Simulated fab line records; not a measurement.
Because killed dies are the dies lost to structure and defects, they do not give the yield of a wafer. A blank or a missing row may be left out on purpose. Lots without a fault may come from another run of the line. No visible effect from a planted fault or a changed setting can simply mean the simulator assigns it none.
Which tool is to blame? | flow sky130 | 21 wafers sampled from 7 lots at 1 step of a route of 708

== WHAT THE GAUGES SHOWED, per wafer ==
SKY_POLY_CUT_CD_MEAS_08: the cd target is 270 nm.
lot  | measured     | on       | cdNm (nm)
L478 | day 25 08:24 | cdSem-01 | 269.0 271.2 271.5
L481 | day 26 02:34 | cdSem-01 | 270.2 269.1 270.1
L483 | day 27 06:22 | cdSem-02 | 270.3 270.7 268.4
L485 | day 28 01:17 | cdSem-02 | 272.5 272.1 272.4
L488 | day 29 19:20 | cdSem-02 | 269.7 268.1 268.5
L495 | day 31 01:54 | cdSem-02 | 269.7 270.0 269.9
L497 | day 31 16:56 | cdSem-01 | 268.3 268.0 268.6

== EACH LOT AND THE TOOL THAT RAN IT (in order: tool; ch and the chambers of the sampled wafers; start) ==
Before these readings, the record contains no process step.

== THE ANSWER, worked out from the rows above alone ==
Rule: the lots themselves supply what counts as usual. The widest of any qualifying gaps counts: lots, ordered by their means at a reading, are off when they make up no more than a third of the lots, leave a main group of 4 or more, and stand apart from it by 3 or more times the standard deviation of that group's means. The tables above print the reading to a certain number of digits; a main group whose means all agree to those digits is not used. Also off: a lot with no number at a reading for which 4 or more lots have one. Any other lot the step has rows for is counted as sound.
No lot is off on any of the readings shown, so nothing can be concluded from this.

== WHAT THE SIMULATOR PUT IN ==
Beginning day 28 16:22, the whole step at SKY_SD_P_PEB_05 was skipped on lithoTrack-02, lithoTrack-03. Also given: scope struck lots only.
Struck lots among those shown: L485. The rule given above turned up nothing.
